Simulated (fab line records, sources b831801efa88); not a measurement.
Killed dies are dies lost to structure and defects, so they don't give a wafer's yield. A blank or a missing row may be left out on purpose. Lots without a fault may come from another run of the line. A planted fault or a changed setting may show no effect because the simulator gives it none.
fab line records | flow sky130 | part 2 of 2: steps 27 to 34 of 34
record lots=5 wafers=15 last_day=49
route steps=708 shown LDD_LDN@291 SPACER@304 POLY_CUT@307 SD_P@320
lots that met no fault: from a run of the same line without faults
start_h: hours from the record's first day to the start of the lot's first wafer shown | wait_h: hours since the lot's step before | " the same as in the row above | L1.1+2: a row that stands for several wafers | - no value, or no start given | * or withheld: withheld | < > ~ a bound
route shown NAME@n: a module of which the file shows steps, and the number in the route of the first | usual: mean/standard deviation of fault-free wafers | same: alike in all rows | chamber/n: place in a boat | sites: the reading at each site | _std_site: their standard deviation | _edge_site: outer sites' mean less inner sites' | radius_mm: how far each site lies from the wafer's centre | mask NAME#n: copy n | behind: the tool/chamber that last shaped the wafer | hold: why the lot was held/for how many hours/how that ended | device: the transistor (n, p or np) that didn't switch | end of line: the same wafers' tests at the end of the route | a step without rows: its recipe alone | killed: dies lost to structure and defects at the first sort, not the wafer's yield | map: a wafer's dies, x killed, . not, _ none there
set.NAME: the setting as run; set.NAME@STEP: as run at that earlier step | model.NAME: the simulator's own value behind a step, which no gauge read
lots at some steps of the route; a table a step, a row a wafer
services: from which hour (start_h, from the record's first day; less than 0 if before it) a tool's chamber was out of use, for how many hours, and why
## steps
# step SKY_POLY_CUT_ETCH_10
# recipe chemistry=N2/H2 target=BARC ion_energy_ev=200 source_w=500 bias_w=100 pressure_mtorr=30 n2_flow_sccm=100 h2_flow_sccm=200 stop_on=SiO2 time_s=45.9 target_depth_a=600
# usual drypump_motor_current_A=5.6/0.46 oes_product_au=0.855/0.0043 throttle_valve_pct=13.224/0.0088
# columns lot.wafer tool chamber start_h wait_h drypump_motor_current_A oes_product_au rf_hours_counter_h throttle_valve_pct
L078.2 rie_diel-03 1 593.21 0.0 5.4 0.860 1 13.232
L078.5 " 3 " " 5.3 0.844 - 13.232
L078.6 " 2 " " 5.2 0.858 - 13.207
L080.1 rie_diel-02 3 609.86 0.0 5.1 0.863 17 13.212
L080.4 " 1 " " 6.0 0.857 8 13.206
L080.6 " 1 " " 6.0 0.857 - 13.226
L084.1 rie_diel-03 0 646.51 0.0 5.2 0.854 18 13.218
L084.4 " 0 " " 5.2 0.851 - 13.244
L084.6 " 3 " " 5.3 0.858 - 13.232
L085.1 rie_diel-01 3 653.24 0.0 5.6 0.856 5 13.217
L085.4 " 2 " " 6.6 0.857 6 13.214
L085.6 " 1 " " 6.4 0.856 - 13.235
L090.1 rie_diel-03 0 721.06 0.0 5.2 0.855 20 13.215
L090.2 " 1 " " 5.4 0.852 4 13.213
L090.3 " 3 " " 5.3 0.854 20 13.230
# step SKY_POLY_CUT_ETCH_11
# recipe target=Si3N4 chemistry=CF4/CH2F2/Ar stop_on=poly-Si source_w=600 bias_w=150 pressure_mtorr=40 cf4_flow_sccm=40 ch2f2_flow_sccm=20 Ar_flow_sccm=150 time_s=42.5 target_depth_a=600
# usual drypump_motor_current_A=5.6/0.46 mfc_ar_sccm=150.0/0.43 oes_product_au=0.828/0.0062 throttle_valve_pct=14.995/0.0084
# columns lot.wafer tool chamber start_h wait_h drypump_motor_current_A mfc_ar_sccm oes_product_au rf_hours_counter_h throttle_valve_pct
L078.2 rie_diel-03 1 593.25 0.0 5.4 149.8 0.826 1 15.014
L078.5 " 3 " " 5.3 150.4 0.840 - 14.993
L078.6 " 2 " " 5.2 150.2 0.823 - 15.007
L080.1 rie_diel-02 3 609.90 0.0 5.1 149.6 0.833 17 14.987
L080.4 " 1 " " 5.9 149.9 0.838 8 14.984
L080.6 " 1 " " 5.9 150.2 0.831 - 15.005
L084.1 rie_diel-03 0 646.55 0.0 5.2 149.7 0.825 18 14.988
L084.4 " 0 " " 5.2 149.6 0.827 - 15.002
L084.6 " 3 " " 5.3 150.0 0.829 - 15.005
L085.1 rie_diel-01 3 653.28 0.0 5.6 149.8 0.828 5 14.985
L085.4 " 2 " " 6.6 150.5 0.817 6 14.999
L085.6 " 1 " " 6.4 150.1 0.828 - 14.993
L090.1 rie_diel-03 0 721.10 0.0 5.2 149.6 0.822 20 14.997
L090.2 " 1 " " 5.3 149.8 0.830 4 14.989
L090.3 " 3 " " 5.3 149.7 0.820 20 14.991
# step SKY_POLY_CUT_STRIP_12
# recipe chemistry=O2/N2 power_w=1400 pressure_mtorr=1500 platen_temp_c=withheld o2_flow_sccm=3000 n2_flow_sccm=300 overash_fraction=0.5
# usual drypump_motor_current_A=5.47/0.12 oes_product_au=0.452/0.0041 strip_time_to_endpoint_s=5.355/0.017
# columns lot.wafer tool chamber start_h wait_h drypump_motor_current_A oes_product_au rf_hours_counter_h strip_time_to_endpoint_s
L078.2 plasma_asher-01 1 593.29 0.0 5.23 0.454 17 5.367
L078.5 " 0 " " 5.46 0.465 - 5.382
L078.6 " 1 " " 5.22 0.448 - 5.378
L080.1 plasma_asher-02 1 609.94 0.0 5.54 0.446 47 5.328
L080.4 " 0 " " 5.49 0.455 - 5.343
L080.6 " 1 " " 5.56 0.446 - 5.338
L084.1 plasma_asher-01 1 646.59 0.0 5.21 0.449 22 5.341
L084.4 " 1 " " 5.20 0.453 - 5.343
L084.6 " 0 " " 5.48 0.452 - 5.393
L085.1 plasma_asher-02 0 653.32 0.0 5.47 0.445 51 5.370
L085.4 " 0 " " 5.48 0.452 - 5.363
L085.6 " 0 " " 5.45 0.456 - 5.382
L090.1 plasma_asher-01 1 721.14 0.0 5.22 0.450 29 5.313
L090.2 " 0 " " 5.47 0.455 29 5.360
L090.3 " 1 " " 5.26 0.450 - 5.341
# step SKY_SD_P_DEHYDRATE_00
# recipe temp_c=200 time_s=60
# usual chill_plate_temp_C=23.00/0.12
# columns lot.wafer tool chamber start_h wait_h chill_plate_temp_C
L078.2 litho_track-04 0 607.86 14.5 22.87
L078.5 " 0 " " 22.90
L078.6 " 0 " " 22.81
L080.1 litho_track-03 0 623.95 14.0 23.25
L080.4 " 0 " " 23.10
L080.6 " 0 " " 23.12
L084.1 litho_track-01 0 659.69 13.1 22.82
L084.4 " 0 " " 23.00
L084.6 " 0 " " 22.89
L085.1 litho_track-01 0 667.04 13.7 23.15
L085.4 " 0 " " 23.31
L085.6 " 0 " " 23.10
L090.1 litho_track-03 0 734.25 13.1 23.14
L090.2 " 0 " " 23.00
L090.3 " 0 " " 23.03
# step SKY_SD_P_HMDS_01
# recipe prime_time_s=60 prime_temp_c=120
# usual chill_plate_temp_C=22.99/0.1
# columns lot.wafer tool chamber start_h wait_h chill_plate_temp_C
L078.2 litho_track-04 0 608.01 0.1 23.03
L078.5 " 0 " " 22.92
L078.6 " 0 " " 22.92
L080.1 litho_track-03 0 624.10 0.1 22.93
L080.4 " 0 " " 23.04
L080.6 " 0 " " 23.02
L084.1 litho_track-01 0 659.84 0.1 23.03
L084.4 " 0 " " 23.04
L084.6 " 0 " " 23.16
L085.1 litho_track-01 0 667.19 0.1 22.89
L085.4 " 0 " " 23.01
L085.6 " 0 " " 23.05
L090.1 litho_track-03 0 734.40 0.1 23.04
L090.2 " 0 " " 22.87
L090.3 " 0 " " 22.82
# step SKY_SD_P_COAT_02
# recipe resist=NOVOLAK spin_rpm=3000 resist_thk_nm=1140
# usual chill_plate_temp_C=23.02/0.11
# columns lot.wafer tool chamber start_h wait_h chill_plate_temp_C
L078.2 litho_track-04 0 608.16 0.1 23.14
L078.5 " 0 " " 23.11
L078.6 " 0 " " 23.14
L080.1 litho_track-03 0 624.25 0.1 23.06
L080.4 " 0 " " 22.93
L080.6 " 0 " " 23.02
L084.1 litho_track-01 0 659.99 0.1 23.07
L084.4 " 0 " " 23.03
L084.6 " 0 " " 23.07
L085.1 litho_track-01 0 667.34 0.1 23.12
L085.4 " 0 " " 23.06
L085.6 " 0 " " 23.28
L090.1 litho_track-03 0 734.55 0.1 23.06
L090.2 " 0 " " 23.07
L090.3 " 0 " " 23.11
# step SKY_SD_P_SOFTBAKE_03
# recipe temp_c=90 time_s=60 resist=NOVOLAK
# usual chill_plate_temp_C=23.00/0.11
# columns lot.wafer tool chamber start_h wait_h chill_plate_temp_C
L078.2 litho_track-04 0 608.31 0.1 23.02
L078.5 " 0 " " 22.91
L078.6 " 0 " " 22.87
L080.1 litho_track-03 0 624.40 0.1 22.92
L080.4 " 0 " " 22.88
L080.6 " 0 " " 22.93
L084.1 litho_track-01 0 660.14 0.1 22.99
L084.4 " 0 " " 22.98
L084.6 " 0 " " 22.90
L085.1 litho_track-01 0 667.49 0.1 23.08
L085.4 " 0 " " 23.24
L085.6 " 0 " " 23.20
L090.1 litho_track-03 0 734.70 0.1 22.97
L090.2 " 0 " " 22.87
L090.3 " 0 " " 23.01
# step SKY_SD_P_EXPOSE_04
# recipe mask_id=PSDM na=0.6 source_shape=conventional sigma_outer=0.6 polarization=unpolarized target_cd_nm=380 dose_mj=138
# usual focus_offset_nm=0.0/0.49
# columns lot.wafer tool chamber start_h wait_h mask focus_offset_nm
L078.2 iline_stepper-02 0 - - PSDM#0 0.0
L078.5 " 0 " " PSDM#0 0.9
L078.6 " 0 " " PSDM#0 0.7
L080.1 iline_stepper-02 0 - - PSDM#0 -0.1
L080.4 " 0 " " PSDM#0 -0.1
L080.6 " 0 " " PSDM#0 -0.2
L084.1 iline_stepper-02 0 - - PSDM#0 0.5
L084.4 " 0 " " PSDM#0 0.1
L084.6 " 0 " " PSDM#0 0.8
L085.1 iline_stepper-01 0 - - PSDM#0 0.5
L085.4 " 0 " " PSDM#0 0.0
L085.6 " 0 " " PSDM#0 -0.1
L090.1 iline_stepper-02 0 - - PSDM#0 0.1
L090.2 " 0 " " PSDM#0 -1.0
L090.3 " 0 " " PSDM#0 -0.9
## services
# columns tool chamber start_h hours kind
rie_diel-01 - 528.44 2.8 pm
rie_diel-01 2 531.21 4.2 repair
krf_scanner-02 - 533.97 0.8 pm
krf_scanner-02 - 539.20 0.8 repair
iline_stepper-02 - 539.70 2.0 repair
implanter-01 - 540.55 13.9 pm
krf_scanner-02 - 541.89 1.0 pm
krf_scanner-02 - 547.50 4.1 repair
implanter-04 - 550.88 2.7 repair
implanter-01 - 559.30 5.8 repair
krf_scanner-02 - 559.88 0.2 repair
implanter-04 - 592.85 11.3 repair
iline_stepper-02 - 596.16 5.0 repair
rie_diel-03 3 597.84 7.2 repair
rie_diel-01 3 599.54 1.9 repair
implanter-03 - 599.71 3.5 repair
implanter-03 - 603.23 4.6 pm
rie_diel-03 1 636.96 4.5 repair
iline_stepper-02 - 646.68 1.7 pm
implanter-01 - 664.76 1.6 repair
implanter-03 - 692.02 3.1 repair
rie_diel-03 - 703.14 2.8 pm
rie_diel-03 - 713.08 2.2 repair
rie_diel-03 - 716.20 1.1 repair
